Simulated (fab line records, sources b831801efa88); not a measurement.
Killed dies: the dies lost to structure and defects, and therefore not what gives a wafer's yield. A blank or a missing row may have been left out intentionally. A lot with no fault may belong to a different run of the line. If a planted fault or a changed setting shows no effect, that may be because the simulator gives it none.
Which tool was responsible? ; flow gf180mcu ; 42 wafers from 14 lots sampled at 3 of the route's 602 steps

## WHAT THE GAUGES SHOWED, per wafer
GF_CONTACT_THK_MEAS_01. Usual: CONTACT_CVD_00_THK typically reads 299 nm, with standard deviation 3.8.
lot;measured;on;CONTACT_CVD_00_THK (nm);flag
L775;day 15 08:44;filmMetro-01;293 295 302;
L776;day 15 15:17;filmMetro-03;299 303 295;
L777;day 15 15:52;filmMetro-03;302 303 306;
L778;day 16 02:31;filmMetro-01;297 299 296;
L779;day 16 06:46;filmMetro-01;306 295 303;
L780;day 17 13:18;filmMetro-01;304 301 307;
L781;day 17 12:52;filmMetro-02;298 297 296;
L782;day 17 18:21;filmMetro-02;297 296 299;
L783;day 17 22:34;filmMetro-02;297 296 297;
L794;day 21 22:05;filmMetro-03;298 302 298;
L795;day 22 21:22;filmMetro-02;304 301 300;
L797;day 23 01:41;filmMetro-02;304 297 304;
L796;day 23 03:12;filmMetro-03;299 298 300;
L798;day 23 12:53;filmMetro-02;293 298 297;

## TOOL THAT RAN EACH LOT (tool first, then ch and the chambers of the sampled wafers, then the start)
lot;GF_STI_CMP_25;GF_DUAL_GATE_OXIDATION_02
L775;cmp-02 ch 0,2,3, day 2 06:36;furnace-02 ch 0, day 7 22:09
L776;cmp-01 ch 0,1, day 2 12:01;furnace-01 ch 0, day 8 04:38
L777;cmp-01 ch 0,2, day 2 16:27;furnace-02 ch 0, day 8 05:34
L778;cmp-01 ch 1,2,3, day 2 21:34;furnace-02 ch 0, day 8 08:31
L779;cmp-01 ch 0,1,3, day 3 03:37;furnace-02 ch 0, day 8 15:39
L780;cmp-02 ch 0,1, day 3 11:50;furnace-02 ch 0, day 9 13:22
L781;cmp-01 ch 0,1,2, day 3 11:50;furnace-02 ch 0, day 9 14:48
L782;cmp-02 ch 0,1,3, day 3 20:58;furnace-02 ch 0, day 9 17:26
L783;cmp-01 ch 0,2,3, day 3 22:56;furnace-02 ch 0, day 9 21:32
L794;cmp-01 ch 0,2,3, day 6 06:02;furnace-02 ch 0, day 12 22:29
L795;cmp-01 ch 2,3, day 6 14:02;furnace-02 ch 0, day 13 12:13
L797;cmp-01 ch 0,2, day 6 23:49;furnace-02 ch 0, day 13 23:37
L796;cmp-02 ch 0,1,2, day 6 23:53;furnace-02 ch 0, day 13 23:37
L798;cmp-01 ch 0,1, day 7 03:13;furnace-02 ch 0, day 14 10:37
- GF_STI_CMP_25: polishes, stops on Si3N4, t overpolish 33 s, target thk 524.6 nm.
- GF_DUAL_GATE_OXIDATION_02: stabilise 600 s, purge 300 s, target thk 10.887 nm.

## WHAT THE TOOLS THEMSELVES READ (means of the sampled wafers that have a number; where no wafer has one, the mark that the record gives instead)
GF_STI_CMP_25. Usual: motorCurrentA 11.9 A, standard deviation 1.3; overpolishRunS 33.000 s, standard deviation 0.0093; retainingRingPressureFrac 1.001, standard deviation 0.0058; timeToEndpointS 121 s, standard deviation 4.5.
lot;tool;motorCurrentA (A);overpolishRunS (s);retainingRingPressureFrac;timeToEndpointS (s);flag
L775;cmp-02;11.9;33.008;1.003;118;
L776;cmp-01;12.1;32.996;0.998;126;
L777;cmp-01;12.7;33.005;0.994;122;
L778;cmp-01;11.9;32.995;1.001;121;
L779;cmp-01;11.7;32.998;0.998;124;
L780;cmp-02;9.6;32.994;1.003;127;
L781;cmp-01;12.6;33.003;1.000;125;
L782;cmp-02;10.4;32.986;1.003;125;
L783;cmp-01;11.6;33.000;1.003;120;
L794;cmp-01;12.3;33.001;1.004;121;
L795;cmp-01;11.4;33.000;0.998;121;
L797;cmp-01;12.8;33.003;1.000;117;
L796;cmp-02;11.7;33.003;1.001;118;
L798;cmp-01;12.7;32.997;1.006;122;

GF_DUAL_GATE_OXIDATION_02. Usual: spikeTcUpperC 899.4 C, standard deviation 1.2; tubeCenterTempC 900 C, standard deviation 0.082; tube_center_temp_C_max 902.3, standard deviation 0.41.
lot;tool;spikeTcUpperC (C);tubeCenterTempC (C);tube_center_temp_C_max;flag
L775;furnace-02;898.8;900;902.1;
L776;furnace-01;899.9;900;902.3;
L777;furnace-02;898.3;900;902.0;
L778;furnace-02;899.5;900;902.2;
L779;furnace-02;898.0;900;902.4;
L780;furnace-02;897.3;898;900.6;OFF
L781;furnace-02;898.0;898;900.9;OFF
L782;furnace-02;897.4;898;900.8;OFF
L783;furnace-02;897.3;898;901.0;OFF
L794;furnace-02;899.4;900;902.3;
L795;furnace-02;899.8;900;902.5;
L797;furnace-02;899.5;900;902.5;
L796;furnace-02;899.0;900;902.2;
L798;furnace-02;899.2;900;902.5;

## THE ANSWER, worked out from the rows above alone
Rule: a lot counts as off when the mean over its wafers that have a number is more than 3 standard deviations away from the usual mean. Also off: a lot with no number at a reading for which 4 or more lots have one. Any other lot the step has rows for is counted as sound. The gauges are gone through in route order, then the tools' own readings, and for those a lot's mean is taken as printed above. The first step at which some lot is off is used, and at that step the reading that is off furthest; a lot without a number counts as furthest.
Off: L780, L781, L782, L783 (GF_DUAL_GATE_OXIDATION_02, tubeCenterTempC).
A tool fits if, at that step or a process step before it, it ran every lot that is off, and no sound lot after the first of them. None of those tried fits.

## WHAT WAS PUT IN BY THE SIMULATOR
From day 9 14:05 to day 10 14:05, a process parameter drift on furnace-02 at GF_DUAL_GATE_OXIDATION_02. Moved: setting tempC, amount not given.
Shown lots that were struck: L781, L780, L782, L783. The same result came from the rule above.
